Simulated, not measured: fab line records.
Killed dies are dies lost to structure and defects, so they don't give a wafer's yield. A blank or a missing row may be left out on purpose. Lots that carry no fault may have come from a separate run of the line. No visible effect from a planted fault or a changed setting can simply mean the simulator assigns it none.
A struck lot beside a sound one / flow sky130 / 28 out of 708 route steps
Sound: wafers L771.1, L771.4, L771.5. The struck wafers were L766.4, L766.5, L766.6. The cause comes at the end.
Each step with rows lists, per side, the tool, then ch with its chambers, then its first start. Under that, the readings that differ: sound wafers / struck wafers / difference of the means / sigmas: that difference in standard deviations of wafers without a fault.
alike: readings whose means differ by less than 2 such deviations, and words and numbers that are the same on both sides. not compared: withheld readings, readings that some wafer has no value for, bounds like >300 that may hide the same value, and numbers for which the record gives no deviation and whose values overlap.
The two part at a step that has a row with sigmas, a row that says differs or no value, or rows on one side only. Numbers that don't overlap but have no deviation are shown without sigmas and don't part them. Lack of a reading on every wafer of one side parts them only where that side has two or more wafers.

first, 1 step without rows for these wafers: SKY_VT_ADJUST_LVTN_IMPLANT_08.
SKY_VT_ADJUST_LVTN_STRIP_09: strips in O2/N2.
  sound on plasma asher-01 ch 0, day 11 12:13; struck on plasma asher-04 ch 0,1, day 10 10:09
  alike: chamber pressure mTorr, drypump motor current A, n2 flow sccm, oes product au, strip time to endpoint s
  not compared: rf hours counter h
SKY_VT_ADJUST_LVTN_TW_MEAS_10:
  struck on film metro-03, day 10 10:15; sound on film metro-03, day 11 12:19
  alike: VT_ADJUST_LVTN_TW
then, 7 steps without rows for these wafers: SKY_VT_ADJUST_LVTN_DEHYDRATE_11 (time 60 s); SKY_VT_ADJUST_LVTN_HMDS_12 (prime time 60 s); SKY_VT_ADJUST_LVTN_COAT_13 (resist thk 1140 nm); SKY_VT_ADJUST_LVTN_SOFTBAKE_14 (time 60 s); SKY_VT_ADJUST_LVTN_EXPOSE_15 (exposes mask HVN STD DERIVED, target cd 600 nm); SKY_VT_ADJUST_LVTN_PEB_16; SKY_VT_ADJUST_LVTN_DEVELOP_17 (develop time 60 s).
SKY_VT_ADJUST_LVTN_OVL_MEAS_18:
  struck on overlay-02, day 11 07:57; sound on overlay-02, day 12 11:07
  alike: VT_ADJUST_LVTN_01_OVL
after that, 1 step had no rows for these wafers: SKY_VT_ADJUST_LVTN_IMPLANT_19.
SKY_VT_ADJUST_LVTN_STRIP_20: strips in O2/N2.
  sound on plasma asher-01 ch 1, day 12 11:31; struck on plasma asher-01 ch 0,1, day 11 08:09
  no value came back on the struck wafers for any of 5 readings (chamber pressure mTorr (mTorr), drypump motor current A (A) and others); on the sound wafers chamber pressure mTorr (mTorr) reads 1497.6 1497.0 1500.4
reading=model.NOVOLAK_of_VT_ADJUST_LVTN_COAT_13.thk nm (nm); sound=0 0 0; struck=1143 1138 1141; difference=+1141; sigmas=
  not compared: rf hours counter h
SKY_VT_ADJUST_LVTN_TW_MEAS_21:
  struck on film metro-04, day 11 08:15; sound on film metro-02, day 12 11:37
  alike: VT_ADJUST_LVTN_2_TW
then, 7 steps without rows for these wafers: SKY_VT_ADJUST_NCORE_DEHYDRATE_00 (time 60 s); SKY_VT_ADJUST_NCORE_HMDS_01 (prime time 60 s); SKY_VT_ADJUST_NCORE_COAT_02 (resist thk 1140 nm); SKY_VT_ADJUST_NCORE_SOFTBAKE_03 (time 60 s); SKY_VT_ADJUST_NCORE_EXPOSE_04 (exposes mask LVTN COMPLEMENT THIN, target cd 380 nm); SKY_VT_ADJUST_NCORE_PEB_05; SKY_VT_ADJUST_NCORE_DEVELOP_06 (develop time 60 s).
SKY_VT_ADJUST_NCORE_CD_MEAS_07 targets a cd of 380 nm.
  struck on cd sem-01, day 12 06:20; sound on cd sem-02, day 13 12:29
  alike: cd nm
SKY_VT_ADJUST_NCORE_OVL_MEAS_08:
  struck on overlay-01, day 12 06:25; sound on overlay-01, day 13 12:36
  alike: VT_ADJUST_NCORE_OVL
after that, 1 step had no rows for these wafers: SKY_VT_ADJUST_NCORE_IMPLANT_09.
SKY_VT_ADJUST_NCORE_STRIP_10: strips in O2/N2.
  sound on plasma asher-02 ch 1, day 13 12:47; struck on plasma asher-02 ch 0,1, day 12 06:37
reading=strip time to endpoint s (s); sound=14.15 14.22 14.22; struck=31.31 31.23 31.27; difference=+17.07; sigmas=+99 or more
  alike: chamber pressure mTorr, drypump motor current A, n2 flow sccm, oes product au
  not compared: rf hours counter h
SKY_VT_ADJUST_NCORE_TW_MEAS_11:
  struck on film metro-01, day 12 06:43; sound on film metro-01, day 13 12:53
reading=VT_ADJUST_NCORE_TW; sound=221.8 222.8 223.1; struck=30.6 30.5 30.7; difference=-192.0; sigmas=-99 or more
then, 1 step without rows for these wafers: SKY_VT_ADJUST_HVTR_DEHYDRATE_00 (time 60 s).
-- a jump in the record: the struck wafers' starts before and after are 37 days apart (it breaks off in module VT_ADJUST_HVTR and resumes in module PAD_OPEN, where the first step shown is number 708 of the route) --
SKY_PAD_OPEN_PROBE_99:
  struck on prober-02, day 48 22:29; sound on prober-02, day 49 16:46
reading=model.etest.nfet_16v.r on ohm um; sound=1.426e+04 1.429e+04 1.42e+04; struck=1.242e+04 1.24e+04 1.257e+04; difference=-1.787e+03; sigmas=
reading=model.etest.pfet_16v.r on ohm um; sound=1.595e+04 1.489e+04 1.499e+04; struck=1.678e+04 1.69e+04 1.761e+04; difference=+1.820e+03; sigmas=
reading=model.etest.pfet g5v0d10v5.r on ohm um; sound=4711 4716 4783; struck=6076 6148 6077; difference=+1364; sigmas=
reading=model.etest.tip p.rs ohm sq; sound=6819 6827 6853; struck=7972 7942 7968; difference=+1128; sigmas=
reading=model.etest.pfet_01v8.r on ohm um; sound=2884 2884 3014; struck=3426 3423 3435; difference=+501; sigmas=
reading=model.etest.tip_p_5v.rs ohm sq; sound=2874 2851 2854; struck=3104 3114 3102; difference=+247; sigmas=
reading=model.etest.pfet g5v0d10v5.drive ua um; sound=341 339.9 333.9; struck=242.4 240.4 244.7; difference=-95.8; sigmas=
reading=model.etest.sram nfet pass.drive ua um; sound=484.9 483.7 473.2; struck=592 582.2 576.5; difference=+103; sigmas=

WHERE THEY PART
First at SKY_VT_ADJUST_LVTN_STRIP_20; last, within this record, at SKY_VT_ADJUST_NCORE_TW_MEAS_11.

WHY: the cause the simulator had injected
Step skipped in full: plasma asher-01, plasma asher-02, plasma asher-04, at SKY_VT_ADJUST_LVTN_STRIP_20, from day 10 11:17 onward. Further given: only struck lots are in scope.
